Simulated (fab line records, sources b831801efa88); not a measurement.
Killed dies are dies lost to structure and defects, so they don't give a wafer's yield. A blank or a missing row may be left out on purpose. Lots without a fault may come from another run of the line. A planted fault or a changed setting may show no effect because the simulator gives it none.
A struck lot beside a sound one | flow sky130 | 15 steps out of a route of 708
Sound: wafers L142.1, L142.2, L142.3. Struck: wafer L141.5. (L141.1, L141.4 of the same lot were not struck and are left out.) The cause comes at the end.
At each step with rows: each side's tool, then ch and its chambers, then its first start. Under that, the readings that differ: sound wafers | struck wafers | difference of the means | sigmas: that difference in standard deviations of wafers without a fault.
alike: readings whose means differ by less than 2 such deviations, and words and numbers that are the same on both sides. not compared: withheld readings, readings that some wafer has no value for, bounds like >300 that may hide the same value, and numbers for which the record gives no deviation and whose values overlap.
The two part at a step that has a row with sigmas, a row that says differs or no value, or rows on one side only. Numbers that don't overlap but have no deviation are shown without sigmas and don't part them. A reading that every wafer of one side lacks parts them only if that side has two wafers or more.

SKY_LI_CONTACT_SPUTTER_20: material TiN, target thk 20 nm, time 80 s.
  sound on pvd_sputter-03, day 36 21:26; struck on pvd_sputter-03, day 36 15:35
  alike: throttle_valve_pct
SKY_LI_CONTACT_CVD_21: deposits W, target thk 400 nm, time 120.56 s.
  sound on cvd_w-01 ch 0,1, day 36 21:31; struck on cvd_w-01 ch 1, day 36 15:40
  reading                      | sound             | struck | difference | sigmas
  chamber_pressure_Torr (Torr) | 40.14 40.09 40.01 | 39.87  | -0.21      | -2
  alike: heater_power_w
SKY_LI_CONTACT_RS_MEAS_22: measures by four-point-probe.
  sound on film_metro-01, day 36 21:38; struck on film_metro-01, day 36 15:47
  alike: LI_CONTACT_W_RS
SKY_LI_CONTACT_THK_MEAS_23: measures by xrf.
  sound on film_metro-01, day 36 21:45; struck on film_metro-01, day 36 15:54
  alike: LI_CONTACT_W_THK
SKY_LI_CONTACT_CMP_24: polishes, stops on PSG, t overpolish 20 s, target thk 0 nm.
  sound on cmp-02 ch 0,2,3, day 36 21:49; struck on cmp-02 ch 3, day 36 15:58
  alike: motor_current_A, overpolish_run_s, time_to_endpoint_s
SKY_LOCAL_INTERCONNECT_SPUTTER_00: material TiN, target thk 100 nm, time 83.3 s.
  sound on pvd_sputter-04, day 36 22:07; struck on pvd_sputter-02, day 36 16:16
  alike: throttle_valve_pct
SKY_LOCAL_INTERCONNECT_RS_MEAS_01: measures by four-point-probe.
  sound on film_metro-04, day 36 22:10; struck on film_metro-01, day 36 16:19
  reading                            | sound             | struck | difference | sigmas
  LOCAL_INTERCONNECT_TIN_RS (ohm/sq) | 14.24 14.21 14.30 | 14.01  | -0.24      | -2
SKY_LOCAL_INTERCONNECT_THK_MEAS_02: measures by xrf.
  sound on film_metro-04, day 36 22:17; struck on film_metro-01, day 36 16:26
  reading                         | sound            | struck | difference | sigmas
  LOCAL_INTERCONNECT_TIN_THK (nm) | 100.0 100.2 99.6 | 102.0  | +2.1       | +2
then, 4 steps without rows for these wafers: SKY_LOCAL_INTERCONNECT_DEHYDRATE_03 (time 60 s); SKY_LOCAL_INTERCONNECT_HMDS_04 (prime time 60 s); SKY_LOCAL_INTERCONNECT_COAT_05 (resist thk 60 nm); SKY_LOCAL_INTERCONNECT_COAT_06 (resist thk 450 nm).
SKY_LOCAL_INTERCONNECT_SOFTBAKE_07: time 90 s.
  sound on litho_track-03 ch 0, day 37 12:00; struck on litho_track-01 ch 0, day 37 06:00
  reading          | sound                | struck | difference | sigmas
  run_length_s (s) | 119.19 118.89 118.82 | 145.66 | +26.69     | +99 or more
then, 1 step without rows for these wafers: SKY_LOCAL_INTERCONNECT_EXPOSE_08 (exposes mask LI1M, target cd 170 nm).
-- the record jumps here: 14 days lie between the struck wafers' starts before and after (it left off in module LOCAL_INTERCONNECT and takes up again in module PAD_OPEN, whose first step shown is number 708 of the route) --
SKY_PAD_OPEN_PROBE_99:
  sound on prober-02, day 51 13:02; struck on prober-01, day 51 12:51
  reading             | sound    | struck | difference | sigmas
  killed_at_front_end | 17 17 14 | 7      | -9         | -2
  alike: killed_at_M0_to_M3, killed_at_M4_up, killed_at_contacts, killed_at_other, killed_dies, killed_open, killed_short

WHERE THEY PART
First at SKY_LI_CONTACT_CVD_21; last, within this record, at SKY_PAD_OPEN_PROBE_99.

WHY: what the simulator had put in
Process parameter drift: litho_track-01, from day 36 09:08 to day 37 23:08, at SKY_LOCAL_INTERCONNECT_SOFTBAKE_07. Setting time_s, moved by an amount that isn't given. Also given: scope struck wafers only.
